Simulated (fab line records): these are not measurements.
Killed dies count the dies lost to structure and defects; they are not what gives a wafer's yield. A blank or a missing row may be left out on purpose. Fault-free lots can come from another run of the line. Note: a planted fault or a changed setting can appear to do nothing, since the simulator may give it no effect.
A struck lot beside a sound one | flow gf180mcu | 16 steps out of a route of 602
Sound: the wafers L278.2, L278.3, L278.6. Struck: wafer L292.6 (L292.2, L292.5, from the same lot, were not struck and are left out); the cause is given at the end.
Order at every step that has rows: each side's tool, ch and its chambers, its first start. Under that, the readings that differ: sound wafers | struck wafers | difference of the means | sigmas: that difference in standard deviations of wafers without a fault.
alike: same words and numbers on both sides, and readings whose means sit less than 2 such deviations apart. not compared: any withheld reading, any reading some wafer has no value for, any bound like >300 that may hide the same value, and any number with overlapping values for which the record gives no deviation.
A row with sigmas, a row that says differs or no value, or rows on one side alone: a step with any of these is where the two part. Non-overlapping numbers with no deviation appear without sigmas and do not part them. A reading missing from all wafers of one side parts the sides only when that side holds two or more wafers.

GF_POLY_GATE_ETCH_13: etches poly-Si in HBr/Cl2, stops on SiO2, target depth 198.5 nm, time 69.6 s.
  sound on rie_si-01 ch 1,2, day 9 20:01; struck on rie_si-01 ch 1, day 14 01:08
  reading                | sound                | struck | difference | sigmas
  throttle_valve_pct (%) | 33.668 33.683 33.665 | 33.693 | +0.021     | +2
  alike: chamber_pressure_mTorr, drypump_motor_current_A, oes_product_au
  not compared: rf_hours_counter_h
GF_POLY_GATE_STRIP_14: strips in O2/N2.
  sound on plasma_asher-03 ch 0, day 9 20:04; struck on plasma_asher-01 ch 0, day 14 01:12
  alike: chamber_pressure_mTorr, drypump_motor_current_A, heater_power_w, o2_flow_sccm, oes_product_au
  not compared: rf_hours_counter_h
then, 2 steps without rows for these wafers: GF_POLY_GATE_CLEAN_15 (cleans in SC1/SC2, time 150 s); GF_POLY_GATE_OXIDATION_16 (stabilise 600 s, purge 300 s, target thk 4 nm).
GF_POLY_GATE_THK_MEAS_17:
  sound on film_metro-03, day 9 21:29; struck on film_metro-04, day 14 02:37
  reading                      | sound          | struck | difference | sigmas
  POLY_GATE_OXIDATION_THK (nm) | 4.07 4.06 4.08 | 3.88   | -0.19      | -3
GF_POLY_GATE_CD_MEAS_18:
  sound on cd_sem-02, day 9 21:34; struck on cd_sem-02, day 14 02:41
  alike: cd_nm
then, 6 steps without rows for these wafers: GF_HV_LDD_DEHYDRATE_00 (time 60 s); GF_HV_LDD_HMDS_01 (prime time 60 s); GF_HV_LDD_COAT_02 (resist thk 1000 nm); GF_HV_LDD_SOFTBAKE_03 (time 60 s); GF_HV_LDD_EXPOSE_04 (exposes mask Nplus LV AREA, target cd 400 nm); GF_HV_LDD_PEB_05.
GF_HV_LDD_DEVELOP_06: develop time 60 s.
  sound on litho_track-04 ch 0, day 10 14:49; struck on litho_track-04 ch 0, day 14 23:52
GF_HV_LDD_CD_MEAS_07 targets a cd of 400 nm.
  sound on cd_sem-01, day 10 14:58; struck on cd_sem-01, day 15 00:01
  reading    | sound             | struck | difference | sigmas
  cd_nm (nm) | 399.8 397.8 401.1 | 435.2  | +35.6      | +22
GF_HV_LDD_OVL_MEAS_08:
  sound on overlay-01, day 10 15:05; struck on overlay-02, day 15 00:07
  alike: HV_LDD_OVL
GF_PASSIVATION_PROBE_99:
  rows exist in the record for the sound wafers here (prober-01, day 29 14:32), none for the struck ones

== WHERE THEY PART ==
Last at GF_PASSIVATION_PROBE_99 as far as this record goes, first at GF_POLY_GATE_ETCH_13.

WHY: what the simulator had put in
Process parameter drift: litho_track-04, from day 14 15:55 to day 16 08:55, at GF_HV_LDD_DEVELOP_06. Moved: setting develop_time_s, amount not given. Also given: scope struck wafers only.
